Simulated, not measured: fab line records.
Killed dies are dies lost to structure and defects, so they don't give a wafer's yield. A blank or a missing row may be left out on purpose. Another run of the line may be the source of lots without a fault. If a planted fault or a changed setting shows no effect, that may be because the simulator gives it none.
The same fault as seen by 2 desks	flow gf180mcu	each desk holds nothing but its own numbers, with what lay behind them at the end

AT THE TOOL OWNER'S DESK: pecvd-02
The tool's own readings at GF_PASSIVATION_CVD_00 (deposits SiO2 from TEOS, target thk 1000 nm, time 111.95 s): means of the sampled wafers that have a number, for each lot that ran on this tool. A lot is out of limits, marked OUT, if its mean lies more than 4 standard deviations from the usual mean; the brackets give that distance.
Columns: A = heaterPowerOuterW at GF_PASSIVATION_CVD_00, usual 408 W; B = heaterPowerW at GF_PASSIVATION_CVD_00, usual 701 W
lot	first seen here	A	B
L660	day 31 20:11	341	624
L664	day 32 16:32	381	636
L667	day 33 12:23	361	628
L671	day 34 07:03	374	676
This desk found nothing out of limits on any of the 4 lots.

METROLOGY DESK
Means of the sampled wafers that have a number, per lot and without regard to the tool the lot ran on: this is what the gauges read. A lot is out of limits, marked OUT, if its mean lies more than 4 standard deviations from the usual mean; the brackets give that distance.
Columns: A = M2_OVL at GF_M2_OVL_MEAS_15, usual 2 nm
lot	first seen here	A
L650	day 20 03:41	3
L651	day 20 07:32	1
L654	day 21 12:03	-1
L656	day 22 14:36	2
L657	day 22 20:05	6
L658	day 23 08:13	-0
L660	day 23 21:02	1
L664	day 24 23:51	-4
L666	day 25 14:40	1
L667	day 25 21:17	7
L668	day 26 07:56	2
L670	day 26 19:26	3
L671	day 27 04:00	-2
This desk found nothing out of limits on any of the 13 lots.

PUT TOGETHER
The desk of the tool owner found nothing out of limits.
The metrology desk saw nothing out of limits.

WHAT HAD BEEN PUT IN BY THE SIMULATOR
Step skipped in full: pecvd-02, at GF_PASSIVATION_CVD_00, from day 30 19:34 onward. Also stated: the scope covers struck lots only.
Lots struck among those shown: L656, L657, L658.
